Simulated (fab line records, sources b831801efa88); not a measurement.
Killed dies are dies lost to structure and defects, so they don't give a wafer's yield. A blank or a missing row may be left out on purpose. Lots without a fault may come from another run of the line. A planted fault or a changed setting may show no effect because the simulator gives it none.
Chamber matching | flow sfq_line | SFQ_TRILAYER_L0_CAP_PECVD_011 on pecvd-01: 3 sister chambers
The step deposits SiO2 from SiH4/N2O, time 13.333 s, target thk 60 nm. 3 wafers are shown with their chamber, then 7 later ones without.

WAFERS WITH THEIR CHAMBER
wafer  | chamber | throttle_valve_pct (%)
L473.6 | 0       | 25.4
L478.5 | 1       | 24.1
L479.5 | 2       | 24.2

WAFERS WITHOUT THEIR CHAMBER
wafer  | throttle_valve_pct (%)
L479.6 | 25.6
L481.2 | 24.2
L481.3 | 25.5
L481.4 | 23.9
L492.1 | 25.6
L492.4 | 24.3
L492.5 | 25.8

WHICH CHAMBER EACH WENT THROUGH
wafer  | from the rows above     | in truth
L479.6 | 0                       | 0
L481.2 | can't be placed: 2 or 1 | 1
L481.3 | 0                       | 0
L481.4 | can't be placed: 1 or 2 | 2
L492.1 | 0                       | 0
L492.4 | can't be placed: 2 or 1 | 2
L492.5 | 0                       | 0
Placed correctly: 4 of 7. Can't be placed from these rows: 3 (the true chamber is among the candidates in 3). Placed wrongly: 0.
How it was worked out, from the rows above alone: a wafer's distance from a chamber is the root of the sum, over the readings, of the square of ((its reading less the chamber's mean) divided by the reading's scatter). The wafer belongs to the nearest chamber; if the next one is less than 2 further off, it can't be placed. A chamber's mean is the mean of its shown wafers. The scatter: with one shown wafer a chamber, the root of the mean of the squares of how far each hidden wafer lies from its nearest shown one.
